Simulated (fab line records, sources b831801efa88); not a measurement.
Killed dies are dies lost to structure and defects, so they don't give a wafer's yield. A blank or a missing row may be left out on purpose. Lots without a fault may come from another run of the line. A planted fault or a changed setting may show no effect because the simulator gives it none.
Which tool did it? | flow sky130 | 12 lots, 36 wafers sampled, at 3 steps of a route of 708

WHAT THE GAUGES READ, wafer by wafer
SKY_METAL4_CD_MEAS_13: target cd 300 nm.
lot  | measured     | on        | cd_nm (nm)
L075 | day 42 08:22 | cd_sem-01 | 299.9 299.6 300.2
L077 | day 43 00:16 | cd_sem-01 | 301.2 299.3 300.4
L079 | day 43 21:53 | cd_sem-02 | 297.5 296.5 299.1
L080 | day 44 02:34 | cd_sem-01 | 300.0 300.7 301.0
L083 | day 44 14:41 | cd_sem-01 | 299.2 299.2 299.8
L085 | day 45 06:33 | cd_sem-01 | 297.2 297.5 295.9
L087 | day 45 18:04 | cd_sem-02 | 298.9 299.4 300.0
L089 | day 46 05:12 | cd_sem-01 | 300.7 302.0 301.4
L091 | day 46 12:23 | cd_sem-01 | 296.6 298.7 297.7
L093 | day 47 00:34 | cd_sem-01 | 300.2 298.0 299.8
L095 | day 47 12:17 | cd_sem-01 | 299.5 300.5 300.3
L097 | day 47 20:19 | cd_sem-01 | 298.3 299.5 298.9

WHICH TOOL RAN EACH LOT (tool, then ch and the chambers of the sampled wafers, then the start)
lot  | SKY_METAL3_DESCUM_15              | SKY_METAL3_ETCH_17
L075 | rie_metal-01 ch 0,1, day 39 02:35 | rie_diel-01 ch 1,2, day 39 02:43
L077 | rie_metal-04 ch 0,1, day 39 18:49 | rie_diel-02 ch 0,1,2, day 39 18:56
L079 | rie_metal-01 ch 0, day 40 17:23   | rie_diel-04 ch 1,3, day 40 17:34
L080 | rie_metal-04 ch 0,1, day 40 23:20 | rie_diel-02 ch 0,2,3, day 40 23:28
L083 | rie_metal-01 ch 0,1, day 41 12:05 | rie_diel-01 ch 0,2,3, day 41 12:13
L085 | rie_metal-04 ch 0, day 42 05:26   | rie_diel-04 ch 0,3, day 42 05:34
L087 | rie_metal-04 ch 0,1, day 42 17:46 | rie_diel-04 ch 0,1, day 42 17:53
L089 | rie_metal-02 ch 0,1, day 43 05:34 | rie_diel-01 ch 0,1,2, day 43 05:41
L091 | rie_metal-04 ch 1, day 43 15:26   | rie_diel-01 ch 0,1, day 43 15:34
L093 | rie_metal-01 ch 0,1, day 44 06:44 | rie_diel-04 ch 0,1,3, day 44 06:52
L095 | rie_metal-02 ch 0,1, day 44 20:52 | rie_diel-01 ch 0,3, day 44 21:00
L097 | rie_metal-04 ch 0,1, day 45 03:56 | rie_diel-02 ch 1,2,3, day 45 04:03
- SKY_METAL3_DESCUM_15: chemistry O2, time 8 s.
- SKY_METAL3_ETCH_17: etches SiO2 in C4F8/O2/Ar, stops on TiN, time 3.9 s, target depth 15 nm.

THE ANSWER, worked out from the rows above alone
Rule: what is usual is taken from the lots themselves. Put in order of their means at a reading, lots are off if they are a third of the lots or fewer, leave a main group of 4 or more, and stand apart from it by a gap of 3 or more times the standard deviation of the main group's means; of several such gaps the widest counts. A main group whose means are all the same, to the digits that the tables above print for the reading, isn't used. A lot without any number at a reading at which 4 lots or more have one is off too. The other lots that the step has rows for count as sound.
No lot is off at any reading shown: from this, nothing can be told.

WHAT THE SIMULATOR HAD PUT IN
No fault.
